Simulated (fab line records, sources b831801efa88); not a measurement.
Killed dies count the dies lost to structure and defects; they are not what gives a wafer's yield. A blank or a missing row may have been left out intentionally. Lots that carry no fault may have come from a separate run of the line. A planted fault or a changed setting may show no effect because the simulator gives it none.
Comparing a struck lot with a sound one -- flow gf180mcu -- 14 out of 602 route steps
Sound: the wafers L955.2, L955.5, L955.6. Wafers struck: L951.3, L951.5, L951.6. The cause is named last.
For every step that has rows: the tool of each side, followed by ch and its chambers, followed by its first start. Under that, the readings that differ: sound wafers -- struck wafers -- difference of the means -- sigmas: that difference in standard deviations of wafers without a fault.
alike: same words and numbers on both sides, and readings whose means sit less than 2 such deviations apart. not compared: any withheld reading, any reading some wafer has no value for, any bound like >300 that may hide the same value, and any number with overlapping values for which the record gives no deviation.
A row with sigmas, a row that says differs or no value, or rows on one side alone: a step with any of these is where the two part. When numbers do not overlap yet have no deviation, they are printed without sigmas and do not part them. A reading missing from all wafers of one side parts the sides only when that side holds two or more wafers.

first, 3 steps without rows for these wafers: GF_LVPWELL_EXPOSE_04 (exposes mask LVPWELL, target cd 600 nm); GF_LVPWELL_PEB_05; GF_LVPWELL_DEVELOP_06 (develop time 60 s).
GF_LVPWELL_OVL_MEAS_07:
  struck on overlay-02, day 5 12:59; sound on overlay-02, day 6 12:05
  alike: LVPWELL_OVL
then, 2 steps without rows for these wafers: GF_LVPWELL_IMPLANT_08; GF_LVPWELL_IMPLANT_09.
GF_LVPWELL_STRIP_10: strips in O2/N2.
  sound on plasma-asher-02 ch 0,1, day 6 12:25; struck on plasma-asher-02 ch 0,1, day 5 13:20
  alike: drypump-motor-current-A, heater-power-w, oes-product-au, platen-temp-c, strip-time-to-endpoint-s
  not compared: rf-hours-counter-h
GF_LVPWELL_TW_MEAS_11:
  struck on film-metro-04, day 5 13:26; sound on film-metro-03, day 6 12:31
  alike: LVPWELL_TW
then, 4 steps without rows for these wafers: GF_MVSD_DEHYDRATE_00 (time 60 s); GF_MVSD_HMDS_01 (prime time 60 s); GF_MVSD_COAT_02 (resist thk 3000 nm); GF_MVSD_SOFTBAKE_03.
GF_MVSD_EXPOSE_04: exposes mask MVSD, target cd 1000 nm.
  struck on iline-stepper-01, day 5 21:01; sound on iline-stepper-02 ch 0, day 6 20:04
  no value came back on the struck wafers for exposure-dose-mJ-cm2, focus-offset-nm (nm), na; on the sound wafers exposure-dose-mJ-cm2 reads 259.94 260.27 260.17
  alike: mask
following that, these wafers have no rows for 1 step: GF_MVSD_PEB_05.

WHERE THEY PART
At GF_MVSD_EXPOSE_04 and nowhere else, as far as this record goes.

WHY: what the simulator had put in
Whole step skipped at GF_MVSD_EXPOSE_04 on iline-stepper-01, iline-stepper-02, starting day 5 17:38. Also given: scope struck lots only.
